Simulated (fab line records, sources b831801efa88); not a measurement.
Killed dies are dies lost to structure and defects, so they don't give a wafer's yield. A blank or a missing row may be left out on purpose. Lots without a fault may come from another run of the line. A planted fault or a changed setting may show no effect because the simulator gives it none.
fab line records | flow sky130
record lots=6 wafers=18 last_day=50
route steps=708 shown FIELD_ISO@30 NWELL@32 DNWELL@35 PWDE@45 PAD_OPEN@708
lots that met no fault: from a run of the same line without faults
start_h: hours from the record's first day to the start of the lot's first wafer shown | wait_h: hours since the lot's step before | " the same as in the row above | L1.1+2: a row that stands for several wafers | - no value, or no start given | * or withheld: withheld | < > ~ a bound
route shown NAME@n: a module of which the file shows steps, and the number in the route of the first | usual: mean/standard deviation of fault-free wafers | same: alike in all rows | chamber/n: place in a boat | sites: the reading at each site | _std_site: their standard deviation | _edge_site: outer sites' mean less inner sites' | radius_mm: how far each site lies from the wafer's centre | mask NAME#n: copy n | behind: the tool/chamber that last shaped the wafer | hold: why the lot was held/for how many hours/how that ended | device: the transistor (n, p or np) that didn't switch | end of line: the same wafers' tests at the end of the route | a step without rows: its recipe alone | killed: dies lost to structure and defects at the first sort, not the wafer's yield | map: a wafer's dies, x killed, . not, _ none there
set.NAME: the setting as run; set.NAME@STEP: as run at that earlier step | model.NAME: the simulator's own value behind a step, which no gauge read
lots at some steps of the route; a table a step, a row a wafer
services: from which hour (start_h, from the record's first day; less than 0 if before it) a tool's chamber was out of use, for how many hours, and why
## steps
# step SKY_FIELD_ISO_WET_ETCH_29
# recipe chemistry=H3PO4 target_depth_nm=160 target=Si3N4 temp_c=160 time_s=1825
# step SKY_FIELD_ISO_WET_ETCH_30
# recipe chemistry=dHF target_depth_nm=25 target=SiO2 dilution=10:1 temp_c=25 time_s=50
# step SKY_NWELL_CLEAN_00
# recipe chemistry=SC1/SC2 mix=1:4:20 temp_c=70 time_s=150 dry=n2_spin
# step SKY_NWELL_OXIDATION_01
# recipe temp_c=900 ambient=O2 stabilise_s=600 purge_s=300 target_thk_a=100 ox_time_s=1418
# step SKY_NWELL_THK_MEAS_02
# recipe reads=SiO2_of_NWELL_OXIDATION_01
# usual NWELL_OXIDATION_THK=9.99/0.17
# columns lot.wafer tool chamber start_h wait_h NWELL_OXIDATION_THK[nm]
L805.1 film_metro-02 - 79.76 0.0 10.05
L805.2 " - " " 9.99
L805.6 " - " " 10.29
L810.1 film_metro-01 - 103.48 0.0 9.81
L810.3 " - " " 9.98
L810.6 " - " " 9.98
L811.1 film_metro-04 - 109.25 0.0 10.11
L811.2 " - " " 9.96
L811.6 " - " " 10.07
L812.1 film_metro-01 - 115.66 0.0 9.99
L812.2 " - " " 9.97
L812.4 " - " " 9.89
L819.2 film_metro-01 - 155.79 0.0 10.02
L819.3 " - " " 10.07
L819.5 " - " " 10.18
L820.2 film_metro-01 - 163.30 0.0 10.02
L820.3 " - " " 9.93
L820.5 " - " " 9.93
# step SKY_DNWELL_DEHYDRATE_00
# recipe temp_c=200 time_s=60
# step SKY_DNWELL_HMDS_01
# recipe prime_time_s=60 prime_temp_c=120
# step SKY_DNWELL_COAT_02
# recipe spin_rpm=2000 resist_thk_nm=3000
# step SKY_DNWELL_SOFTBAKE_03
# recipe temp_c=110 time_s=withheld
# step SKY_DNWELL_EXPOSE_04
# recipe mask_id=DNM na=0.57 target_cd_nm=3000 dose_mj=222
# step SKY_DNWELL_PEB_05
# recipe temp_c=115 time_s=withheld
# step SKY_DNWELL_DEVELOP_06
# recipe wall_angle_deg=90 developer=TMAH develop_time_s=60 dev_temp_c=23
# step SKY_DNWELL_IMPLANT_07
# recipe species=P energy_kev=withheld dose_cm2=withheld tilt_deg=withheld
# columns lot.wafer tool chamber start_h wait_h
L805.1+2+6 implanter-04 0 96.41 -
L810.1+3+6 implanter-01 0 121.23 -
L811.1+2+6 implanter-04 0 127.33 -
L812.1+2+4 implanter-04 0 134.01 -
L819.2+3+5 implanter-01 0 175.41 -
L820.2+3+5 implanter-01 0 184.09 -
# step SKY_DNWELL_STRIP_08
# recipe chemistry=O2/N2 power_w=1400 pressure_mtorr=1500 platen_temp_c=withheld o2_flow_sccm=3000 n2_flow_sccm=300 overash_fraction=0.5
# usual drypump_motor_current_A=5.5/0.59 oes_product_au=0.723/0.0048 strip_time_to_endpoint_s=36.92/0.12
# columns lot.wafer tool chamber start_h wait_h drypump_motor_current_A oes_product_au rf_hours_counter_h strip_time_to_endpoint_s
L805.1 plasma_asher-04 1 96.56 0.1 4.8 0.725 29 37.08
L805.2 " 0 " " 6.2 0.728 29 36.99
L805.6 " 1 " " 4.8 0.715 - 37.04
L810.1 plasma_asher-04 0 121.38 0.1 6.2 0.728 31 36.93
L810.3 " 0 " " 6.2 0.726 - 36.83
L810.6 " 0 " " 6.2 0.716 - 36.82
L811.1 plasma_asher-02 0 127.48 0.1 5.9 0.730 44 37.02
L811.2 " 1 " " 5.0 0.724 44 37.01
L811.6 " 0 " " 5.9 0.736 - 36.94
L812.1 plasma_asher-04 1 134.16 0.1 4.8 0.716 33 36.97
L812.2 " 0 " " 6.2 0.722 33 36.94
L812.4 " 0 " " 6.2 0.720 - 36.89
L819.2 plasma_asher-02 0 175.53 0.1 5.9 0.721 49 36.92
L819.3 " 0 " " 5.9 0.718 - 36.86
L819.5 " 0 " " 5.8 0.721 - 36.90
L820.2 plasma_asher-03 1 184.21 0.1 5.7 0.719 51 37.09
L820.3 " 0 " " 4.9 0.723 - 36.96
L820.5 " 0 " " 4.9 0.730 - 36.92
# step SKY_DNWELL_TW_MEAS_09
# usual DNWELL_TW=1118/6.7
# columns lot.wafer tool chamber start_h wait_h DNWELL_TW
L805.1 film_metro-02 - 96.66 0.1 1108
L805.2 " - " " 1099
L805.6 " - " " 1106
L810.1 film_metro-04 - 121.48 0.1 1110
L810.3 " - " " 1116
L810.6 " - " " 1117
L811.1 film_metro-02 - 127.58 0.1 1169
L811.2 " - " " 1172
L811.6 " - " " 1171
L812.1 film_metro-02 - 134.26 0.1 1173
L812.2 " - " " 1168
L812.4 " - " " 1176
L819.2 film_metro-02 - 175.64 0.1 1121
L819.3 " - " " 1121
L819.5 " - " " 1127
L820.2 film_metro-02 - 184.32 0.1 1114
L820.3 " - " " 1120
L820.5 " - " " 1122
# step SKY_PWDE_DEHYDRATE_00
# recipe temp_c=200 time_s=60
# step SKY_PAD_OPEN_PROBE_99
# usual killed_at_M0_to_M3=43/7.2 killed_at_M4_up=3.0/2 killed_at_contacts=24/5.5 killed_at_front_end=15/4.2 killed_at_other=0.3/0.51 killed_dies=85/10 killed_open=46/7.3 killed_short=38/6.4
# same gross_dies=492 killed_at_back_side=0
# columns lot.wafer tool chamber start_h wait_h killed_at_M0_to_M3 killed_at_M4_up killed_at_contacts killed_at_front_end killed_at_other killed_dies killed_open killed_short model.etest.res_deep_nwell.rs_ohm_sq model.etest.res_deep_nwell.line_ohm_um
L805.1 prober-01 - 1129.71 0.1 47 2 28 16 1 94 53 41 2200 730.7
L805.2 prober-01 - 1129.76 0.1 48 7 25 10 0 90 50 40 2214 737.1
L805.6 prober-01 - 1129.96 0.2 47 0 29 11 1 88 46 42 2195 742.6
L810.1 prober-02 - 1156.55 0.1 42 3 36 15 1 97 49 48 2208 739.3
L810.3 prober-02 - 1156.65 0.2 36 3 27 14 0 80 48 32 2232 734
L810.6 prober-02 - 1156.80 0.2 50 0 23 18 0 91 49 42 2246 747.6
L811.1 prober-01 - 1162.95 0.1 37 4 15 16 0 72 47 25 1869 626.5
L811.2 prober-01 - 1163.00 0.1 50 2 24 19 0 95 50 45 1892 621.8
L811.6 prober-01 - 1163.20 0.2 45 1 22 9 1 78 38 40 1875 635.1
L812.1 prober-02 - 1171.83 0.1 27 4 29 13 1 74 36 38 1884 628.5
L812.2 prober-02 - 1171.88 0.1 40 2 28 20 0 90 48 42 1875 625.1
L812.4 prober-02 - 1171.98 0.2 39 2 21 23 1 86 53 33 1890 629.4
L819.2 prober-01 - 1203.53 0.1 48 2 35 14 1 100 56 44 2185 735.7
L819.3 prober-01 - 1203.58 0.2 49 3 32 10 0 94 61 33 2175 732.5
L819.5 prober-01 - 1203.68 0.2 29 1 21 18 0 69 39 30 2151 716.6
L820.2 prober-01 - 1211.03 0.1 42 3 25 14 1 85 46 39 2171 730.7
L820.3 prober-01 - 1211.08 0.2 51 14 14 14 0 93 47 46 2190 731.5
L820.5 prober-01 - 1211.18 0.2 54 3 16 21 0 94 48 46 2191 726
# killed by level:class
L805.1 VIA1:geometric_particle:open=14 LI_CONTACT:geometric_particle:open=10 CONTACT:geometric_particle:open=9 VIA2:geometric_particle:open=8 CONTACT:geometric_particle:short=6 FIELD_ISO:geometric_particle:short=5 VIA1:geometric_particle:short=5 METAL2:geometric_particle:short=5
L805.2 VIA1:geometric_particle:open=18 VIA1:geometric_particle:short=10 CONTACT:geometric_particle:open=7 METAL2:geometric_particle:short=7 LOCAL_INTERCONNECT:geometric_particle:short=6 LI_CONTACT:geometric_particle:open=6 VIA3:geometric_particle:open=4 METAL1:geometric_particle:short=4
L805.6 VIA1:geometric_particle:open=14 CONTACT:geometric_particle:open=12 LOCAL_INTERCONNECT:geometric_particle:short=7 METAL1:geometric_particle:short=7 LI_CONTACT:geometric_particle:open=5 SPACER:geometric_particle:short=4 LI_CONTACT:geometric_particle:short=4 VIA2:geometric_particle:open=4
L810.1 CONTACT:geometric_particle:open=12 LI_CONTACT:geometric_particle:open=9 CONTACT:geometric_particle:short=9 VIA3:geometric_particle:open=8 METAL1:geometric_particle:short=7 VIA1:geometric_particle:open=7 LOCAL_INTERCONNECT:geometric_particle:short=6 METAL2:geometric_particle:short=6
L810.3 VIA1:geometric_particle:open=14 CONTACT:geometric_particle:open=11 LI_CONTACT:geometric_particle:open=6 FIELD_ISO:geometric_particle:open=5 METAL2:geometric_particle:short=5 POLY_GATE:geometric_particle:short=5 CONTACT:geometric_particle:short=4 LI_CONTACT:geometric_particle:short=3
L810.6 CONTACT:geometric_particle:open=10 VIA1:geometric_particle:open=9 FIELD_ISO:geometric_particle:open=8 VIA2:geometric_particle:open=8 VIA1:geometric_particle:short=7 METAL3:geometric_particle:short=5 METAL1:geometric_particle:short=5 LI_CONTACT:geometric_particle:open=4
L811.1 VIA1:geometric_particle:open=8 VIA2:geometric_particle:open=8 CONTACT:geometric_particle:open=7 LI_CONTACT:geometric_particle:open=6 METAL1:geometric_particle:short=6 VIA3:geometric_particle:open=6 POLY_GATE:geometric_particle:open=5 FIELD_ISO:geometric_particle:open=4
L811.2 VIA1:geometric_particle:open=14 VIA3:geometric_particle:open=8 METAL2:geometric_particle:short=7 CONTACT:geometric_particle:open=6 LOCAL_INTERCONNECT:geometric_particle:short=6 POLY_GATE:geometric_particle:open=5 CONTACT:geometric_particle:short=5 VIA3:geometric_particle:short=5
L811.6 VIA3:geometric_particle:open=9 VIA1:geometric_particle:open=7 LOCAL_INTERCONNECT:geometric_particle:short=7 LI_CONTACT:geometric_particle:open=5 METAL1:geometric_particle:short=5 CONTACT:geometric_particle:open=5 METAL2:geometric_particle:short=5 VIA2:geometric_particle:short=5
L812.1 CONTACT:geometric_particle:open=11 METAL1:geometric_particle:short=7 FIELD_ISO:geometric_particle:short=6 VIA1:geometric_particle:open=6 LI_CONTACT:geometric_particle:open=6 LOCAL_INTERCONNECT:geometric_particle:short=6 CONTACT:geometric_particle:short=5 POLY_GATE:geometric_particle:open=3
L812.2 VIA1:geometric_particle:open=10 VIA2:geometric_particle:open=9 CONTACT:geometric_particle:open=9 FIELD_ISO:geometric_particle:open=7 FIELD_ISO:geometric_particle:short=7 LI_CONTACT:geometric_particle:open=7 CONTACT:geometric_particle:short=6 VIA1:geometric_particle:short=6
L812.4 VIA1:geometric_particle:open=12 FIELD_ISO:geometric_particle:open=9 FIELD_ISO:geometric_particle:short=7 LI_CONTACT:geometric_particle:open=7 METAL2:geometric_particle:short=7 CONTACT:geometric_particle:open=6 VIA2:geometric_particle:open=6 VIA1:geometric_particle:short=4
L819.2 LI_CONTACT:geometric_particle:open=13 CONTACT:geometric_particle:open=12 VIA3:geometric_particle:open=9 VIA2:geometric_particle:open=8 METAL2:geometric_particle:short=7 METAL1:geometric_particle:short=6 CONTACT:geometric_particle:short=5 POLY_GATE:geometric_particle:short=5
L819.3 VIA1:geometric_particle:open=17 LI_CONTACT:geometric_particle:open=11 CONTACT:geometric_particle:open=10 CONTACT:geometric_particle:short=9 METAL2:geometric_particle:short=6 VIA2:geometric_particle:open=6 VIA3:geometric_particle:open=5 FIELD_ISO:geometric_particle:short=4
L819.5 CONTACT:geometric_particle:open=9 FIELD_ISO:geometric_particle:open=7 VIA1:geometric_particle:open=6 METAL2:geometric_particle:short=6 VIA3:geometric_particle:open=5 LI_CONTACT:geometric_particle:open=4 FIELD_ISO:geometric_particle:short=3 POLY_GATE:geometric_particle:short=3
L820.2 CONTACT:geometric_particle:open=14 VIA1:geometric_particle:open=12 POLY_GATE:geometric_particle:short=8 VIA2:geometric_particle:open=5 VIA1:geometric_particle:short=5 VIA3:geometric_particle:open=5 METAL2:geometric_particle:short=4 LOCAL_INTERCONNECT:geometric_particle:short=4
L820.3 VIA1:geometric_particle:open=12 METAL4:geometric_particle:short=10 VIA3:geometric_particle:open=7 CONTACT:geometric_particle:open=7 VIA2:geometric_particle:open=6 VIA1:geometric_particle:short=5 POLY_GATE:geometric_particle:short=5 VIA2:geometric_particle:short=5
L820.5 VIA1:geometric_particle:open=12 METAL1:geometric_particle:short=9 CONTACT:geometric_particle:open=8 VIA2:geometric_particle:open=8 FIELD_ISO:geometric_particle:open=6 POLY_GATE:geometric_particle:short=5 VIA1:geometric_particle:short=5 FIELD_ISO:geometric_particle:short=4
## services
# columns tool chamber start_h hours kind
implanter-01 - 99.53 6.0 repair
implanter-01 - 137.57 5.0 repair
## key
first_sign step=SKY_DNWELL_TW_MEAS_09 reading=DNWELL_TW direction=up sigmas=8 usual=1118 struck=1172
effect none on later readings
model_effect step=SKY_PAD_OPEN_PROBE_99 value=etest.res_deep_nwell.rs_ohm_sq without=2165 struck=1881
met_at SKY_DNWELL_IMPLANT_07
struck_wafers L811.1,L811.2,L811.6,L812.1,L812.2,L812.4
tester_left_out L811,L812
onset_between 96.41 127.33
fault kind=process_parameter_drift tool=implanter-04 chamber=- onset_h=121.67 steps=SKY_DNWELL_IMPLANT_07 channel=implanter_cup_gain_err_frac offset=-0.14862 shape=step end_h=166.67
# tester_left_out: of these lots the tester's yield and bins aren't shown, on N5 and GAA mostly nor the transistor test; their killed dies are dies lost to structure and defects alone, not to doping, threshold or leakage, so they don't give the yield
